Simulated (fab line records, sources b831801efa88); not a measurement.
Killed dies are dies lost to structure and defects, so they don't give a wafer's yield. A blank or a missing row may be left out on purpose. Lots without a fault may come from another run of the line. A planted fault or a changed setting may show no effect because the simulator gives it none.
Problem report in the 8D (eight disciplines) form, filled by code | flow gf180mcu | the parts of the form that need people (team, actions taken, sign-off) are left out

1. THE PROBLEM
chamber_pressure_Torr at GF_V4_CVD_23 reads a mean of 38.58 Torr on 6 wafers of 2 lots; wafers without a fault read 40.01 Torr with a standard deviation of 0.088. That is -16 standard deviations from the usual mean.
The step: deposits W, target thk 350 nm, time 104.9 s.
First seen on wafer L921.1, day 30 08:09, on cvd_w-01. The record holds 18 wafers of 6 lots with a number at this step. Rule for "out", or "out of limits": more than 4 standard deviations from the usual mean. The other wafers with a number count as sound.

2. WHAT IT IS AND WHAT IT IS NOT
question                    | is                     | is not
which readings at this step | chamber_pressure_Torr  | heater_power_w
which lots                  | L921, L922             | L903, L910, L911, L923
which wafers of those lots  | all that have a number | -
read on which tools         | cvd_w-01               | cvd_w-02
when                        | from day 30 08:09      | up to then (9 sound wafers); but 3 sound wafers of L923 came after

3. SUSPECTS, AND WHAT RULES EACH OUT
Counting: a tool at a process step up to the reading stays a suspect if it ran every lot that is out and no sound lot after the first of them.
- rie_diel-02 at GF_V4_ETCH_16 (etches BARC in N2/H2): kept. It ran every lot that is out, first L921 (day 30 07:23), and no sound lot after that; its last sound lot up to then is L911 (day 27 18:32).
- rie_diel-02 at GF_V4_ETCH_17 (etches SiO2 in C4F8/O2/Ar, stops on TiN, target depth 630 nm): kept. It ran every lot that is out, first L921 (day 30 07:31), and no sound lot after that; its last sound lot up to then is L911 (day 27 18:41). GF_V4_ETCH_17 gives no start for some lots, so the hours and the order of its lots are those of GF_V4_STRIP_18.
- cvd_w-01 at GF_V4_CVD_23 (deposits W, target thk 350 nm, time 104.9 s): kept. It ran every lot that is out, first L921 (day 30 08:09), and no sound lot after that; its last sound lot up to then is L911 (day 27 19:20). Its own readings are out on those wafers: chamber_pressure_Torr.
Left after counting: rie_diel-02 at GF_V4_ETCH_16, rie_diel-02 at GF_V4_ETCH_17, cvd_w-01 at GF_V4_CVD_23.

4. THE CAUSE (what the simulator had put in)
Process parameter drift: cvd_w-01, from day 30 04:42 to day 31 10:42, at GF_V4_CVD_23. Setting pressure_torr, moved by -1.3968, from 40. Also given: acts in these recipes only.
Counting left 3 suspects, and this tool is among them.

5. THE CHAIN OF EFFECTS, in route order
Each row: a reading whose mean over the struck wafers that have a number lies more than 3 standard deviations from the usual. Only readings for which the record gives a usual standard deviation are gone through. hours: the time from each lot's start at the first step in this table that gives one to its start at this step, as a median over the lots. sigmas: the change in usual standard deviations.
hours | step         | reading               | usual      | on struck wafers | change | sigmas
0     | GF_V4_CVD_23 | chamber_pressure_Torr | 40.01 Torr | 38.58            | -1.43  | -16
The process steps in it:
- GF_V4_CVD_23: deposits W, target thk 350 nm, time 104.9 s.
Later measuring or inspecting steps at which every struck wafer that the step has a row for has a number for every such reading, and none has moved that far: GF_V4_RS_MEAS_24.

6. WHAT WOULD HAVE CAUGHT IT SOONER
In this record the first reading out of limits was taken at day 30 08:09, 3 hours after the fault began at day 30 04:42.
